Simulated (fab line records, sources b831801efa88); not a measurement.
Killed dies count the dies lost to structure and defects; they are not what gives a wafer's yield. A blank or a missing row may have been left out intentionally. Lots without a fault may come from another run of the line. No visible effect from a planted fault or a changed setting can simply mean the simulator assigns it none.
The tool behind it: which one?	flow sky130	24 lots, 72 wafers sampled, at 4 steps of a route of 708

== WHAT EACH GAUGE READ, for each wafer ==
SKY_VIA1_RS_MEAS_22: a four-point-probe measurement.
lot	measured	on	VIA1_W_RS (ohm/sq)
L074	day 33 14:14	filmMetro-01	0.422 0.434 0.432
L075	day 33 17:04	filmMetro-01	0.430 0.424 0.424
L076	day 34 11:14	filmMetro-02	0.422 0.422 0.425
L077	day 34 13:53	filmMetro-02	0.431 0.427 0.429
L078	day 35 01:36	filmMetro-03	0.434 0.433 0.431
L079	day 35 21:22	filmMetro-02	0.432 0.430 0.434
L080	day 36 03:41	filmMetro-02	0.438 0.435 0.429
L081	day 36 08:32	filmMetro-01	0.427 0.435 0.435
L082	day 36 21:05	filmMetro-02	0.429 0.436 0.433
L083	day 37 02:31	filmMetro-03	0.434 0.432 0.426
L085	day 37 23:05	filmMetro-03	0.427 0.430 0.431
L084	day 38 02:47	filmMetro-02	0.431 0.430 0.431
L087	day 38 13:10	filmMetro-01	0.424 0.429 0.433
L086	day 38 13:49	filmMetro-03	0.436 0.438 0.430
L088	day 38 20:17	filmMetro-02	0.429 0.428 0.430
L090	day 39 03:06	filmMetro-03	0.431 0.429 0.427
L089	day 39 03:42	filmMetro-01	0.429 0.422 0.427
L091	day 39 06:30	filmMetro-02	0.432 0.437 0.430
L093	day 39 21:41	filmMetro-03	0.427 0.422 0.426
L092	day 40 00:34	filmMetro-03	0.429 0.427 0.429
L094	day 40 06:37	filmMetro-02	0.431 0.434 0.427
L095	day 40 10:18	filmMetro-03	0.426 0.431 0.421
L096	day 40 14:11	filmMetro-02	0.426 0.427 0.426
L097	day 40 23:38	filmMetro-02	0.427 0.430 0.432

SKY_VIA1_THK_MEAS_23: measures by xrf.
lot	measured	on	VIA1_W_THK (nm)
L074	day 33 14:22	filmMetro-01	277 269 270
L075	day 33 17:11	filmMetro-01	270 274 273
L076	day 34 11:20	filmMetro-02	279 278 276
L077	day 34 14:01	filmMetro-02	272 276 274
L078	day 35 01:43	filmMetro-03	276 277 278
L079	day 35 21:29	filmMetro-02	274 275 273
L080	day 36 03:47	filmMetro-02	268 269 274
L081	day 36 08:39	filmMetro-01	273 270 268
L082	day 36 21:11	filmMetro-02	274 270 271
L083	day 37 02:37	filmMetro-03	271 274 278
L085	day 37 23:13	filmMetro-03	277 276 274
L084	day 38 02:53	filmMetro-02	272 271 272
L087	day 38 13:16	filmMetro-01	274 271 269
L086	day 38 13:56	filmMetro-03	275 274 279
L088	day 38 20:24	filmMetro-02	273 275 272
L090	day 39 03:13	filmMetro-03	278 278 279
L089	day 39 03:49	filmMetro-01	273 276 273
L091	day 39 06:37	filmMetro-02	274 269 274
L093	day 39 21:47	filmMetro-03	279 283 282
L092	day 40 00:41	filmMetro-03	277 275 280
L094	day 40 06:44	filmMetro-02	271 270 273
L095	day 40 10:25	filmMetro-03	279 276 281
L096	day 40 14:19	filmMetro-02	274 273 272
L097	day 40 23:45	filmMetro-02	274 272 271

SKY_VIA2_OVL_MEAS_13.
lot	measured	on	VIA2_OVL (nm)
L074	day 35 21:13	overlay-02	-3 1 2
L075	day 36 00:41	overlay-02	-2 -1 0
L076	day 36 18:07	overlay-01	-2 -8 -2
L077	day 36 20:18	overlay-02	0 -4 -2
L078	day 37 08:00	overlay-02	4 -4 -2
L079	day 38 03:53	overlay-01	-1 5 1
L080	day 38 10:35	overlay-02	5 6 7
L081	day 38 14:53	overlay-02	-1 4 2
L082	day 39 04:16	overlay-02	7 15 6
L083	day 39 08:19	overlay-01	7 6 8
L085	day 40 03:41	overlay-02	-7 -3 6
L084	day 40 07:53	overlay-02	5 4 -4
L087	day 40 16:25	overlay-02	3 0 10
L086	day 40 17:50	overlay-01	3 12 8
L088	day 41 00:17	overlay-01	9 0 8
L090	day 41 06:13	overlay-01	3 7 6
L089	day 41 06:34	overlay-02	0 9 6
L091	day 41 09:38	overlay-02	2 2 -2
L093	day 41 22:58	overlay-01	-4 -6 -2
L092	day 42 02:43	overlay-01	-2 -8 -1
L094	day 42 08:04	overlay-02	12 7 4
L095	day 42 11:42	overlay-02	-8 -5 -13
L096	day 42 15:18	overlay-02	-5 -9 -13
L097	day 42 23:25	overlay-02	4 3 6

== WHICH TOOL RAN EACH LOT (tool, then ch and the chambers of the sampled wafers, then the start) ==
lot	SKY_METAL2_SPUTTER_03
L074	pvdSputter-01, day 33 14:47
L075	pvdSputter-03, day 33 17:37
L076	pvdSputter-01, day 34 12:02
L077	pvdSputter-02, day 34 14:26
L078	pvdSputter-03, day 35 02:08
L079	pvdSputter-01, day 35 21:54
L080	pvdSputter-02, day 36 04:13
L081	pvdSputter-01, day 36 09:04
L082	pvdSputter-02, day 36 21:37
L083	pvdSputter-03, day 37 03:02
L085	pvdSputter-02, day 37 23:40
L084	pvdSputter-03, day 38 03:17
L087	pvdSputter-02, day 38 13:41
L086	pvdSputter-03, day 38 14:22
L088	pvdSputter-01, day 38 20:50
L090	pvdSputter-02, day 39 03:39
L089	pvdSputter-01, day 39 04:14
L091	pvdSputter-03, day 39 07:14
L093	pvdSputter-03, day 39 22:13
L092	pvdSputter-03, day 40 01:07
L094	pvdSputter-01, day 40 07:10
L095	pvdSputter-02, day 40 10:54
L096	pvdSputter-03, day 40 14:44
L097	pvdSputter-01, day 41 00:11
- SKY_METAL2_SPUTTER_03: material Ti, target thk 5 nm, time 3.3 s.

== AS READ BY THE TOOLS THEMSELVES (means over the sampled wafers that have a number; for cases with no such wafer, the mark the record gives instead) ==
SKY_METAL2_SPUTTER_03.
lot	tool	throttleValvePct (%)
L074	pvdSputter-01	29.5
L075	pvdSputter-03	29.0
L076	pvdSputter-01	30.2
L077	pvdSputter-02	30.6
L078	pvdSputter-03	28.8
L079	pvdSputter-01	29.6
L080	pvdSputter-02	30.1
L081	pvdSputter-01	29.5
L082	pvdSputter-02	30.1
L083	pvdSputter-03	28.8
L085	pvdSputter-02	29.7
L084	pvdSputter-03	29.3
L087	pvdSputter-02	30.2
L086	pvdSputter-03	28.4
L088	pvdSputter-01	29.7
L090	pvdSputter-02	30.7
L089	pvdSputter-01	29.4
L091	pvdSputter-03	28.9
L093	pvdSputter-03	29.5
L092	pvdSputter-03	28.8
L094	pvdSputter-01	30.6
L095	pvdSputter-02	30.6
L096	pvdSputter-03	28.9
L097	pvdSputter-01	29.1

== THE ANSWER, worked out from the rows above alone ==
Rule: what is usual is taken from the lots themselves. The widest of any qualifying gaps counts: lots, ordered by their means at a reading, are off when they make up no more than a third of the lots, leave a main group of 4 or more, and stand apart from it by 3 or more times the standard deviation of that group's means. If all means in a main group match to the digits the tables above print for the reading, that group is not used. Also off: a lot with no number at a reading for which 4 or more lots have one. All remaining lots with rows at the step are treated as sound. Order of review: gauges by route order, followed by the tools' own readings, for which a lot's mean as printed above is used. At the first step where some lot is off, the reading lying furthest off is the one used; lots without a number count as furthest.
No lot is off at any reading shown: from this, nothing can be told.

== WHAT WAS PUT IN BY THE SIMULATOR ==
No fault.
